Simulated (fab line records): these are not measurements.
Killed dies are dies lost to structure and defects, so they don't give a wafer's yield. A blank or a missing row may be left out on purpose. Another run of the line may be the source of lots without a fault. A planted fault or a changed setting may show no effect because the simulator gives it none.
A lot that was struck, set against a sound lot -- flow sfq line -- 15 out of 325 route steps
Sound: the wafers L972.1, L972.3, L972.5. The struck wafers were L985.2, L985.3. The cause is given at the end.
Order at every step that has rows: each side's tool, ch and its chambers, its first start. Under that, the readings that differ: sound wafers -- struck wafers -- difference of the means -- sigmas: that difference in standard deviations of wafers without a fault.
alike: a reading whose means differ by less than 2 such deviations, as well as words and numbers matching on both sides. not compared: withheld readings; readings where some wafer has no value; bounds like >300 that might hide an equal value; numbers whose values overlap and for which the record gives no deviation.
Wherever a step has rows on one side only, a row that says differs or no value, or a row with sigmas, the two part there. Numbers that have no deviation but don't overlap get no sigmas and don't part them. A reading missing from all wafers of one side parts the sides only when that side holds two or more wafers.

SFQ_TRILAYER_I7_VIA_STRIP_STRIP_191: strips in O2.
  sound on rie metal-04 ch 1, day 69 13:02; struck on rie metal-04 ch 0,1, day 73 02:26
  alike: drypump motor current A, oes product au
  not compared: rf hours counter h
then, 8 steps without rows for these wafers: SFQ_TRILAYER_I7_VIA_STRIP_SOLV_CLEAN_192 (cleans in NMP, time 600 s); SFQ_TRILAYER_M8_LITHO_LOR_COAT_197; SFQ_TRILAYER_M8_LITHO_LOR_BAKE_198; SFQ_TRILAYER_M8_LITHO_COAT_193 (resist thk 600 nm); SFQ_TRILAYER_M8_LITHO_SOFTBAKE_199; SFQ_TRILAYER_M8_LITHO_EXPOSE_194 (exposes mask M8, target cd 2000 nm); SFQ_TRILAYER_M8_LITHO_PEB_196 (peb time 60 s); SFQ_TRILAYER_M8_LITHO_DEVELOP_195 (img clear 15 s, time 55 s).
SFQ_M8_OVL_MEAS_948:
  sound on overlay-02 at day 70 11:05; struck on overlay-02 at day 73 08:20
  alike: M8_OVL
then, 2 steps without rows for these wafers: SFQ_TRILAYER_M8_DEP_EVAP_197 (material Ti, target thk 20 nm, time 100 s); SFQ_TRILAYER_M8_DEP_EVAP_198 (material Pt, target thk 50 nm, time 250 s).
SFQ_TRILAYER_M8_DEP_EVAP_196: material Au, target thk 180 nm, time 900 s.
  sound on pvd sputter-02 at day 70 11:20; struck on pvd sputter-01 at day 73 08:35
reading,sound,struck,difference,sigmas
model.Au_of_TRILAYER_M8_DEP_EVAP_196.thk nm (nm),180.3 178.1 179.5,246.7 251.2,+69.6,
SFQ_M8_RS_MEAS_949: a four-point-probe measurement.
  sound on film metro-01 at day 70 11:52; struck on film metro-02 at day 73 09:25
reading,sound,struck,difference,sigmas
M8_AU_RS (ohm/sq),0.1538 0.1553 0.1540,0.1119 0.1096,-0.0436,-22
  not compared: hold
SFQ_M8_THK_MEAS_950: measures by xrf.
  sound on film metro-01 at day 70 11:59; struck on film metro-02 at day 73 10:37
reading,sound,struck,difference,sigmas
M8_AU_THK (nm),175.3 173.6 175.3,241.4 245.4,+68.7,+30
  not compared: hold

## WHERE THEY PART
At SFQ_M8_RS_MEAS_949 first; at SFQ_M8_THK_MEAS_950 last (within this record only).

WHY: whatever the simulator had introduced
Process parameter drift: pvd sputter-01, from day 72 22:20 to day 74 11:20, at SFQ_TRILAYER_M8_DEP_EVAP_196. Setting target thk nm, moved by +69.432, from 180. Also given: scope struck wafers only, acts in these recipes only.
